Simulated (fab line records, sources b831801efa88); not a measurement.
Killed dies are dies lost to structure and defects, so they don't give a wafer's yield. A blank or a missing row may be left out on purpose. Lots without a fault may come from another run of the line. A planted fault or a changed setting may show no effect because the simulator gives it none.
Problem report in the 8D (eight disciplines) form, filled by code | flow sky130 | the parts of the form that need people (team, actions taken, sign-off) are left out

1. THE PROBLEM
spike_tc_lower_C at SKY_GATE_OXIDE_OXIDATION_16 reads a mean of 839.1 C on 6 wafers of 2 lots; wafers without a fault read 800.9 C with a standard deviation of 1.3. That is +29 standard deviations from the usual mean.
The step: stabilise 600 s, purge 300 s, target thk 3.57 nm.
First seen on wafer L512.1, day 20 16:07, on furnace-01. The record holds 36 wafers of 12 lots with a number at this step. Rule for "out", or "out of limits": more than 4 standard deviations from the usual mean. The other wafers with a number count as sound.

2. WHAT IT IS AND WHAT IT IS NOT
question                    | is                                                                                                  | is not
which readings at this step | spike_tc_lower_C, spike_tc_bottom_C, spike_tc_centre_C, zone_power_bottom_pct, zone_power_lower_pct | -
which lots                  | L512, L514                                                                                          | L493, L494, L495, L497, L498, L499, L500, L501, L505, L506
which wafers of those lots  | all that have a number                                                                              | -
read on which tools         | furnace-01                                                                                          | furnace-02
when                        | from day 20 16:07                                                                                   | up to then (30 sound wafers)

3. SUSPECTS, AND WHAT RULES EACH OUT
Counting: a tool at a process step up to the reading stays a suspect if it ran every lot that is out and no sound lot after the first of them.
- furnace-01 at SKY_GATE_OXIDE_OXIDATION_16 (stabilise 600 s, purge 300 s, target thk 3.57 nm): kept. It ran every lot that is out, first L512 (day 20 16:07), and no sound lot after that; its last sound lot up to then is L501 (day 16 20:14). Its own readings are out on those wafers: spike_tc_bottom_C, spike_tc_centre_C, spike_tc_lower_C, zone_power_bottom_pct, zone_power_lower_pct.
Left after counting: furnace-01 at SKY_GATE_OXIDE_OXIDATION_16.

4. THE CAUSE (what the simulator had put in)
Process parameter drift: furnace-01, from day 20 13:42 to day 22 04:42, at SKY_GATE_OXIDE_OXIDATION_16. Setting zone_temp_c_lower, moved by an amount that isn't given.
Counting left only this tool.

5. THE CHAIN OF EFFECTS, in route order
Each row: a reading whose mean over the struck wafers that have a number lies more than 3 standard deviations from the usual. Only readings for which the record gives a usual standard deviation are gone through. hours: the time from each lot's start at the first step in this table that gives one to its start at this step, as a median over the lots. sigmas: the change in usual standard deviations.
hours | step                        | reading               | usual   | on struck wafers | change | sigmas
0     | SKY_GATE_OXIDE_OXIDATION_16 | spike_tc_bottom_C     | 818.7 C | 811.4            | -7.3   | -6.7
0     | SKY_GATE_OXIDE_OXIDATION_16 | spike_tc_centre_C     | 800.0 C | 794.8            | -5.2   | -5.8
0     | SKY_GATE_OXIDE_OXIDATION_16 | spike_tc_lower_C      | 800.9 C | 839.1            | +38.2  | +29
0     | SKY_GATE_OXIDE_OXIDATION_16 | zone_power_bottom_pct | 22.0 %  | 18.0             | -4.0   | -4.5
0     | SKY_GATE_OXIDE_OXIDATION_16 | zone_power_centre_pct | 14.5 %  | 7.7              | -6.8   | -3.8
0     | SKY_GATE_OXIDE_OXIDATION_16 | zone_power_lower_pct  | 12.5 %  | 22.1             | +9.6   | +16
0     | SKY_GATE_OXIDE_OXIDATION_16 | zone_power_upper_pct  | 14.59 % | 15.28            | +0.69  | +4.3
The process steps in it:
- SKY_GATE_OXIDE_OXIDATION_16: stabilise 600 s, purge 300 s, target thk 3.57 nm.
Later measuring or inspecting steps at which every struck wafer that the step has a row for has a number for every such reading, and none has moved that far: SKY_POLY_GATE_THK_MEAS_04.

6. WHAT WOULD HAVE CAUGHT IT SOONER
In this record the first reading out of limits was taken at day 20 16:07, 2 hours after the fault began at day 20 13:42.
